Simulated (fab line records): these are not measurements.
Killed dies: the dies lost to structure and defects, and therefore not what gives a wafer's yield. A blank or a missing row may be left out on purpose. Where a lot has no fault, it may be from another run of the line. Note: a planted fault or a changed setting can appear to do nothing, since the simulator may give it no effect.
What tool caused it? / flow gf180mcu / 6 lots, 18 wafers sampled, at 2 steps of a route of 602

## WHAT EACH GAUGE READ, for each wafer
GF_HV_LDD_TW_MEAS_50.
lot=L252; measured=day 12 17:50; on=film-metro-03; HV_LDD_4_TW=573.1 572.3 567.9
lot=L255; measured=day 13 17:46; on=film-metro-01; HV_LDD_4_TW=566.2 567.6 565.5
lot=L257; measured=day 14 08:53; on=film-metro-03; HV_LDD_4_TW=566.6 568.4 564.7
lot=L263; measured=day 16 12:44; on=film-metro-01; HV_LDD_4_TW=570.9 567.6 566.6
lot=L268; measured=day 17 23:11; on=film-metro-01; HV_LDD_4_TW=596.8 593.8 597.5 593.9 597.4 595.2
lot=L271; measured=day 19 03:55; on=film-metro-02; HV_LDD_4_TW=570.3 567.7 570.7

## TOOL THAT RAN EACH LOT (tool first, then ch and the chambers of the sampled wafers, then the start)
lot=L252; GF_HV_LDD_IMPLANT_48=implanter-01 ch 0, day 12 17:37
lot=L255; GF_HV_LDD_IMPLANT_48=implanter-03 ch 0, day 13 17:32
lot=L257; GF_HV_LDD_IMPLANT_48=implanter-03 ch 0, day 14 08:40
lot=L263; GF_HV_LDD_IMPLANT_48=implanter-02 ch 0, day 16 12:29
lot=L268; GF_HV_LDD_IMPLANT_48=implanter-01 ch 0, day 17 22:58
lot=L271; GF_HV_LDD_IMPLANT_48=implanter-03 ch 0, day 19 03:41
- GF_HV_LDD_IMPLANT_48

## THE ANSWER, worked out from the rows above alone
Rule: the usual values come from the lots themselves. Put in order of their means at a reading, lots are off if they are a third of the lots or fewer, leave a main group of 4 or more, and stand apart from it by a gap of 3 or more times the standard deviation of the main group's means; of several such gaps the widest counts. Not used: any main group whose means are identical at the precision the tables above print for the reading. Also off: a lot with no number at a reading for which 4 or more lots have one. All remaining lots with rows at the step are treated as sound.
Off: at GF_HV_LDD_TW_MEAS_50 (HV_LDD_4_TW), L268. The main group: mean 568.4, standard deviation 1.8.
A tool fits if, at a process step before that reading, it ran every lot that is off, and no sound lot after the first of them. Gauges at GF_HV_LDD_TW_MEAS_50: tried the same way as those tools. Can't be told from this: 2 tools fit, implanter-01 at GF_HV_LDD_IMPLANT_48, film-metro-01 at GF_HV_LDD_TW_MEAS_50.

## WHAT THE SIMULATOR HAD PUT IN
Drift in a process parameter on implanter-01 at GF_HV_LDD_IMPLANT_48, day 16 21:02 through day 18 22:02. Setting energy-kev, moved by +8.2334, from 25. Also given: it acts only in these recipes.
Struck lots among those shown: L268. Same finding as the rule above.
